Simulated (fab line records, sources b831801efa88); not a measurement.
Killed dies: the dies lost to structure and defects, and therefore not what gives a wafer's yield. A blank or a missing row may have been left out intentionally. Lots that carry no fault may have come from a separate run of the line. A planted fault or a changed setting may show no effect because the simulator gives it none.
Which of the tools did it?	flow sfq line	15 lots, 45 wafers sampled, at 6 steps of a route of 325

## WHAT THE GAUGES SHOWED, per wafer
SFQ_M8_OVL_MEAS_948.
lot	measured	on	M8_OVL (nm)
L407	day 81 10:04	overlay-02	-6 -4 -11
L413	day 84 23:06	overlay-02	7 5 -1
L414	day 85 02:42	overlay-02	- - -
L415	day 85 06:19	overlay-01	- - -
L416	day 85 08:42	overlay-01	- - -
L417	day 85 11:06	overlay-01	1 1 9
L421	day 86 00:19	overlay-01	-3 -2 2
L422	day 86 02:42	overlay-01	12 10 9
L423	day 86 08:43	overlay-01	-6 -2 -5
L424	day 86 13:30	overlay-01	7 4 0
L425	day 86 15:54	overlay-01	10 9 12
L427	day 86 21:54	overlay-01	4 3 -1
L428	day 87 03:55	overlay-01	6 -8 1
L429	day 87 05:07	overlay-01	7 5 6
L430	day 87 11:06	overlay-01	12 7 12

## TOOL THAT RAN EACH LOT (tool first, then ch and the chambers of the sampled wafers, then the start)
lot	SFQ_TRILAYER_M0_STRIP_STRIP_025	SFQ_TRILAYER_M6_BARC_OPEN_METAL_ETCH_206	SFQ_TRILAYER_M6_ETCH_METAL_ETCH_162	SFQ_TRILAYER_I6_VIA_LITHO_EXPOSE_170	SFQ_TRILAYER_M7_STRIP_STRIP_181
L407	rie metal-03 ch 0,1, day 11 21:25	rie metal-04 ch 0,1, day 71 23:35	rie metal-04 ch 0,1, day 71 23:40	krf scanner-02 ch 0, day 77 01:17	rie metal-01 ch 0,1, day 80 18:52
L413	rie metal-03 ch 0, day 14 06:56	rie metal-03 ch 0, day 74 09:31	rie metal-03 ch 0, day 74 09:38	krf scanner-01 ch 0, day 79 10:58	rie metal-02 ch 1, day 83 14:02
L414	rie metal-03 ch 0,1, day 14 16:37	rie metal-04 ch 0,1, day 74 14:19	rie metal-04 ch 0,1, day 74 14:22	krf scanner-02, day 79 16:53	rie metal-02 ch 0,1, day 83 20:50
L415	rie metal-01 ch 0,1, day 15 02:16	rie metal-03 ch 0, day 74 16:44	rie metal-03 ch 0, day 74 16:52	krf scanner-02, day 79 19:29	rie metal-02 ch 0,1, day 84 00:26
L416	rie metal-02 ch 0,1, day 15 05:52	rie metal-02 ch 0, day 74 19:07	rie metal-02 ch 0, day 74 19:14	krf scanner-02, day 79 21:41	rie metal-02 ch 0,1, day 84 01:38
L417	rie metal-01 ch 0,1, day 15 16:40	rie metal-03 ch 0,1, day 75 03:31	rie metal-03 ch 0,1, day 75 03:34	krf scanner-02 ch 0, day 80 01:17	rie metal-02 ch 0,1, day 84 05:14
L421	rie metal-03 ch 0,1, day 17 02:08	rie metal-04 ch 0,1, day 76 11:50	rie metal-04 ch 0,1, day 76 11:55	krf scanner-01 ch 0, day 81 05:20	rie metal-04 ch 0,1, day 85 04:47
L422	rie metal-03 ch 0,1, day 17 15:08	rie metal-03 ch 0,1, day 76 13:01	rie metal-03 ch 0,1, day 76 13:05	krf scanner-01 ch 0, day 81 07:20	rie metal-04 ch 0,1, day 85 08:11
L423	rie metal-01 ch 1, day 18 02:03	rie metal-02 ch 0,1, day 77 01:01	rie metal-02 ch 0,1, day 77 01:05	krf scanner-02 ch 0, day 81 13:35	rie metal-04 ch 0,1, day 85 17:57
L424	rie metal-01 ch 1, day 18 09:03	rie metal-04 ch 0,1, day 77 08:13	rie metal-04 ch 0,1, day 77 08:17	krf scanner-02 ch 0, day 81 19:23	rie metal-02 ch 0,1, day 85 22:35
L425	rie metal-03 ch 0,1, day 18 15:46	rie metal-02 ch 0,1, day 77 13:08	rie metal-02 ch 0,1, day 77 13:11	krf scanner-01 ch 0, day 81 20:43	rie metal-04 ch 0,1, day 85 23:51
L427	rie metal-03 ch 1, day 19 09:46	rie metal-02 ch 0,1, day 77 16:44	rie metal-02 ch 0,1, day 77 16:47	krf scanner-01 ch 0, day 82 02:43	rie metal-04 ch 0,1, day 86 03:27
L428	rie metal-01 ch 0,1, day 19 22:58	rie metal-02 ch 0,1, day 77 22:44	rie metal-02 ch 0,1, day 77 22:47	krf scanner-01 ch 0, day 82 04:07	rie metal-04 ch 0,1, day 86 05:51
L429	rie metal-01 ch 0, day 20 07:22	rie metal-02 ch 0,1, day 78 03:59	rie metal-02 ch 0,1, day 78 04:02	krf scanner-01 ch 0, day 82 06:31	rie metal-02 ch 0,1, day 86 06:59
L430	rie metal-03 ch 0,1, day 20 16:58	rie metal-04 ch 1, day 78 05:11	rie metal-04 ch 1, day 78 05:14	krf scanner-01 ch 0, day 82 09:55	rie metal-04 ch 0,1, day 86 10:39
- SFQ_TRILAYER_M0_STRIP_STRIP_025: strips in O2.
- SFQ_TRILAYER_M6_BARC_OPEN_METAL_ETCH_206: etches BARC in O2, target depth 125 nm, time 41.7 s.
- SFQ_TRILAYER_M6_ETCH_METAL_ETCH_162: etches Nb in Cl2/Ar, stops on SiO2, target depth 240 nm, time 120 s.
- SFQ_TRILAYER_I6_VIA_LITHO_EXPOSE_170: exposes mask I6, target cd 700 nm.
- SFQ_TRILAYER_M7_STRIP_STRIP_181: strips in O2.

## AS READ BY THE TOOLS THEMSELVES (means over the sampled wafers that have a number; for cases with no such wafer, the mark the record gives instead)
SFQ_TRILAYER_M0_STRIP_STRIP_025.
lot	tool	drypump motor current A (A)	oes product au (a.u.)
L407	rie metal-03	5.2	1.009
L413	rie metal-03	6.2	1.013
L414	rie metal-03	5.2	1.011
L415	rie metal-01	5.5	0.990
L416	rie metal-02	5.7	1.001
L417	rie metal-01	5.4	0.994
L421	rie metal-03	5.7	0.991
L422	rie metal-03	5.7	1.001
L423	rie metal-01	6.0	0.994
L424	rie metal-01	6.0	0.989
L425	rie metal-03	5.2	1.015
L427	rie metal-03	4.8	1.018
L428	rie metal-01	5.5	0.994
L429	rie metal-01	5.2	0.988
L430	rie metal-03	5.7	1.003

SFQ_TRILAYER_M6_BARC_OPEN_METAL_ETCH_206.
lot	tool	bias w (W)	chamber pressure mTorr (mTorr)	drypump motor current A (A)	oes product au (a.u.)
L407	rie metal-04	80.09	10.006	5.7	0.682
L413	rie metal-03	79.90	9.992	6.1	0.689
L414	rie metal-04	-	-	-	-
L415	rie metal-03	-	-	-	-
L416	rie metal-02	-	-	-	-
L417	rie metal-03	80.13	9.998	5.3	0.681
L421	rie metal-04	79.98	9.996	5.6	0.685
L422	rie metal-03	79.79	10.003	5.3	0.685
L423	rie metal-02	79.83	9.999	5.7	0.680
L424	rie metal-04	80.00	10.000	5.7	0.682
L425	rie metal-02	79.64	9.997	5.7	0.687
L427	rie metal-02	80.01	10.002	5.7	0.683
L428	rie metal-02	80.26	10.008	5.6	0.687
L429	rie metal-02	79.90	10.002	5.7	0.686
L430	rie metal-04	80.28	9.999	5.7	0.678

SFQ_TRILAYER_M6_ETCH_METAL_ETCH_162.
lot	tool	bias w (W)	chamber pressure mTorr (mTorr)	drypump motor current A (A)	oes product au (a.u.)
L407	rie metal-04	80.12	10.000	5.6	0.898
L413	rie metal-03	80.15	9.997	6.1	0.894
L414	rie metal-04	80.15	10.011	5.7	0.372
L415	rie metal-03	79.75	9.995	6.1	0.369
L416	rie metal-02	79.81	9.999	5.6	0.375
L417	rie metal-03	79.93	10.001	5.2	0.895
L421	rie metal-04	79.65	10.006	5.6	0.886
L422	rie metal-03	80.23	10.002	5.2	0.894
L423	rie metal-02	79.98	9.993	5.7	0.895
L424	rie metal-04	79.97	9.995	5.6	0.896
L425	rie metal-02	80.12	10.006	5.7	0.896
L427	rie metal-02	79.72	9.997	5.7	0.898
L428	rie metal-02	80.01	9.995	5.7	0.902
L429	rie metal-02	79.99	10.001	5.7	0.888
L430	rie metal-04	79.95	10.002	5.7	0.895

SFQ_TRILAYER_I6_VIA_LITHO_EXPOSE_170.
lot	tool	exposure dose mJ cm2	focus offset nm (nm)
L407	krf scanner-02	21.307	-0.2
L413	krf scanner-01	21.295	0.1
L414	krf scanner-02	-	-
L415	krf scanner-02	-	-
L416	krf scanner-02	-	-
L417	krf scanner-02	21.306	0.1
L421	krf scanner-01	21.301	0.3
L422	krf scanner-01	21.289	0.1
L423	krf scanner-02	21.301	0.6
L424	krf scanner-02	21.266	0.3
L425	krf scanner-01	21.311	0.1
L427	krf scanner-01	21.283	0.4
L428	krf scanner-01	21.299	0.4
L429	krf scanner-01	21.275	-0.5
L430	krf scanner-01	21.287	-0.4

SFQ_TRILAYER_M7_STRIP_STRIP_181.
lot	tool	drypump motor current A (A)	oes product au (a.u.)
L407	rie metal-01	5.72	1.001
L413	rie metal-02	5.77	1.012
L414	rie metal-02	5.72	1.010
L415	rie metal-02	5.65	1.005
L416	rie metal-02	5.66	1.009
L417	rie metal-02	5.70	1.010
L421	rie metal-04	5.60	0.992
L422	rie metal-04	5.61	0.994
L423	rie metal-04	5.64	0.994
L424	rie metal-02	5.71	1.011
L425	rie metal-04	5.63	0.996
L427	rie metal-04	5.61	1.000
L428	rie metal-04	5.59	0.996
L429	rie metal-02	5.72	1.013
L430	rie metal-04	5.60	0.992

## THE ANSWER, worked out from the rows above alone
Rule: usual is defined by the lots themselves. Put in order of their means at a reading, lots are off if they are a third of the lots or fewer, leave a main group of 4 or more, and stand apart from it by a gap of 3 or more times the standard deviation of the main group's means; of several such gaps the widest counts. A main group whose means are all the same, to the digits that the tables above print for the reading, isn't used. A lot without any number at a reading at which 4 lots or more have one is off too. Where the step has rows for the other lots, those lots are counted as sound. The gauges are gone through in route order, then the tools' own readings, and for those a lot's mean is taken as printed above. The first step at which some lot is off is used, and at that step the reading that is off furthest; a lot without a number counts as furthest.
Off: at SFQ_M8_OVL_MEAS_948 (M8_OVL), L414, L415, L416. Without a number there: L414, L415, L416. The main group has a mean of 3 nm with a standard deviation of 5.4.
A tool fits if, at a process step before that reading, it ran every lot that is off, and no sound lot after the first of them. The gauges at SFQ_M8_OVL_MEAS_948 aren't tried: what is off there is off at SFQ_TRILAYER_M6_BARC_OPEN_METAL_ETCH_206 too, on other tools, and a gauge's error can't cause that. None of those tried fits.

## WHAT THE SIMULATOR HAD INSERTED
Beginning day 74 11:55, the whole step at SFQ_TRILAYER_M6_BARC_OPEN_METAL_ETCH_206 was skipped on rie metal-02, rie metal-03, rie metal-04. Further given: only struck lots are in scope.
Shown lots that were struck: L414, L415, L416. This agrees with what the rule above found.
